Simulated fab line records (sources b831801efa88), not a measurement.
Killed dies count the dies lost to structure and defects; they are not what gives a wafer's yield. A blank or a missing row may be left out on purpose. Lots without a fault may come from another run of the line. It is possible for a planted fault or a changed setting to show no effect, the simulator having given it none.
Check of tool commonality + flow sky130 + Lots sampled 14, wafers sampled 42

THE REASON FOR OPENING IT
SKY_NWELL_RS_MEAS_29, reading NWELL_RS: flagged on 2 of 14 lots. No-fault wafers: 626.0 ohm/sq, standard deviation 1.6.
Rule: a lot is flagged when every wafer of it that has a number lies more than 4 standard deviations from that mean, or none has a number. The other lots count as sound.

| lot  | measured     | on           | NWELL_RS (ohm/sq), wafer by wafer | flag    |
|------|--------------|--------------|-----------------------------------|---------|
| L923 | day 5 12:53  | filmMetro-02 | 627.7 626.4 627.0                 |         |
| L924 | day 5 19:37  | filmMetro-02 | 628.8 628.6 628.4                 |         |
| L925 | day 5 19:42  | filmMetro-01 | 624.8 625.5 626.0                 |         |
| L927 | day 6 09:04  | filmMetro-02 | 626.0 626.2 627.1                 |         |
| L934 | day 8 04:10  | filmMetro-02 | 653.6 652.6 652.8                 | FLAGGED |
| L935 | day 8 09:36  | filmMetro-01 | 651.9 654.2 652.4                 | FLAGGED |
| L938 | day 9 04:30  | filmMetro-04 | 625.0 625.2 625.5                 |         |
| L939 | day 9 16:49  | filmMetro-02 | 628.4 627.1 628.1                 |         |
| L940 | day 9 18:19  | filmMetro-02 | 625.6 626.2 626.8                 |         |
| L942 | day 10 05:27 | filmMetro-01 | 623.7 624.0 622.9                 |         |
| L941 | day 10 07:15 | filmMetro-04 | 624.7 626.0 626.2                 |         |
| L944 | day 10 15:48 | filmMetro-01 | 627.3 626.3 627.7                 |         |
| L945 | day 10 21:22 | filmMetro-02 | 626.3 625.3 625.6                 |         |
| L946 | day 11 04:51 | filmMetro-01 | 622.7 623.1 622.6                 |         |
On average the flagged lots' numbers are 652.9 ohm/sq, which is +26.9 ohm/sq against the usual, or +17 standard deviations.

WHICH TOOL RAN EACH LOT
The record holds 1 process step before the reading, out of a route of 708 steps. In each cell: the tool, then ch and the chambers that the sampled wafers went through, then the start.
| lot  | flag    | SKY_NWELL_IMPLANT_13            |
|------|---------|---------------------------------|
| L923 |         | implanter-01 ch 0, day 4 18:35  |
| L924 |         | implanter-02 ch 0, day 5 00:34  |
| L925 |         | implanter-01 ch 0, day 5 00:53  |
| L927 |         | implanter-01 ch 0, day 5 14:07  |
| L934 | FLAGGED | implanter-03, day 7 07:13       |
| L935 | FLAGGED | implanter-01, day 7 12:11       |
| L938 |         | implanter-03 ch 0, day 8 06:32  |
| L939 |         | implanter-01 ch 0, day 8 18:20  |
| L940 |         | implanter-03 ch 0, day 8 19:19  |
| L942 |         | implanter-01 ch 0, day 9 06:47  |
| L941 |         | implanter-03 ch 0, day 9 07:47  |
| L944 |         | implanter-02 ch 0, day 9 16:32  |
| L945 |         | implanter-03 ch 0, day 9 21:52  |
| L946 |         | implanter-01 ch 0, day 10 04:56 |
These steps, and what they do:
- SKY_NWELL_IMPLANT_13
- SKY_NWELL_RS_MEAS_29: measures by four-point-probe.

FLAGGED OVER TOTAL, TOOL BY TOOL (the gauges that took the reading come last)
| step                 | tool         | lots run | flagged | share of the flagged lots | sound lots run after its first flagged lot |
|----------------------|--------------|----------|---------|---------------------------|--------------------------------------------|
| SKY_NWELL_IMPLANT_13 | implanter-01 | 7        | 1       | some                      | 3 (L939,L942,L946)                         |
| SKY_NWELL_IMPLANT_13 | implanter-02 | 2        | 0       | none                      | -                                          |
| SKY_NWELL_IMPLANT_13 | implanter-03 | 5        | 1       | some                      | 4 (L938,L940,L941,L945)                    |
| SKY_NWELL_RS_MEAS_29 | filmMetro-01 | 5        | 1       | some                      | 3 (L942,L944,L946)                         |
| SKY_NWELL_RS_MEAS_29 | filmMetro-02 | 7        | 1       | some                      | 3 (L939,L940,L945)                         |
| SKY_NWELL_RS_MEAS_29 | filmMetro-04 | 2        | 0       | none                      | -                                          |

WHAT IS ALLOWED BY THE TABLE
No row of the table ran every flagged lot.

WHAT THE SIMULATOR HAD INSERTED
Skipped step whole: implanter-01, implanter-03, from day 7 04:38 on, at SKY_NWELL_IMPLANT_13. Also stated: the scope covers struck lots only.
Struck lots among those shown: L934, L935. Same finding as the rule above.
